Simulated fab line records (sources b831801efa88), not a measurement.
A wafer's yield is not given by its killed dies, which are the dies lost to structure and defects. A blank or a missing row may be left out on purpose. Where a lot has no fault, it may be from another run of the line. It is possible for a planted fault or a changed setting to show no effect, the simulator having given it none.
One fault through the eyes of 2 desks / flow gf180mcu / only its own numbers are on each desk; what lay behind them is given at the end

## THE TOOL OWNER'S DESK: pvd sputter-03
The tool's own readings at GF_M4_SPUTTER_01 (material TiN, target thk 30 nm, time 25 s): means of the sampled wafers that have a number, for each lot that ran on this tool. Any lot whose mean is over 4 standard deviations away from the usual mean is out of limits and marked OUT; that distance is given in the brackets.
Columns: A = cathode dc power W at GF_M4_SPUTTER_01, usual 6499.9 W; B = chamber pressure pa at GF_M4_SPUTTER_01, usual 0.4001 Pa; C = throttle valve pct at GF_M4_SPUTTER_01, usual 30.4 %
lot=L669; first seen here=day 23 15:13; A=6500.8; B=0.3998; C=30.9
lot=L672; first seen here=day 24 07:46; A=6499.8; B=0.4007; C=30.7
lot=L674; first seen here=day 25 11:41; A=6499.9; B=0.4002; C=30.8
lot=L675; first seen here=day 25 16:59; A=6499.5; B=0.3998; C=30.1
lot=L688; first seen here=day 29 13:52; A=6500.1; B=0.3984; C=29.9
This desk found nothing out of limits on any of the 5 lots.

## AT THE METROLOGY DESK
Lot by lot, what the gauges showed, no matter which tool ran the lot: averages of those sampled wafers that carry a number. Any lot whose mean is over 4 standard deviations away from the usual mean is out of limits and marked OUT; that distance is given in the brackets.
Columns: A = V3_CVD_02_THK at GF_V3_THK_MEAS_03, usual 848 nm; B = V3_W_THK at GF_V3_THK_MEAS_25, usual 350 nm
lot=L666; first seen here=day 21 14:23; A=857; B=350
lot=L667; first seen here=day 22 00:25; A=843; B=354
lot=L669; first seen here=day 22 14:30; A=849; B=343
lot=L670; first seen here=day 22 18:01; A=840; B=346
lot=L672; first seen here=day 23 08:24; A=858; B=354
lot=L674; first seen here=day 24 12:09; A=847; B=352
lot=L675; first seen here=day 24 17:09; A=839; B=350
lot=L677; first seen here=day 25 07:35; A=847; B=356
lot=L683; first seen here=day 27 09:26; A=839; B=349
lot=L684; first seen here=day 27 14:00; A=852; B=355
lot=L686; first seen here=day 28 00:01; A=837; B=347
lot=L687; first seen here=day 28 07:48; A=836; B=354
lot=L688; first seen here=day 28 16:47; A=847; B=355
lot=L689; first seen here=day 28 18:30; A=863; B=348
This desk found nothing out of limits on any of the 14 lots.

## TAKEN TOGETHER
The tool owner's desk saw nothing out of limits.
The metrology desk saw nothing out of limits.

## WHAT WAS PUT IN BY THE SIMULATOR
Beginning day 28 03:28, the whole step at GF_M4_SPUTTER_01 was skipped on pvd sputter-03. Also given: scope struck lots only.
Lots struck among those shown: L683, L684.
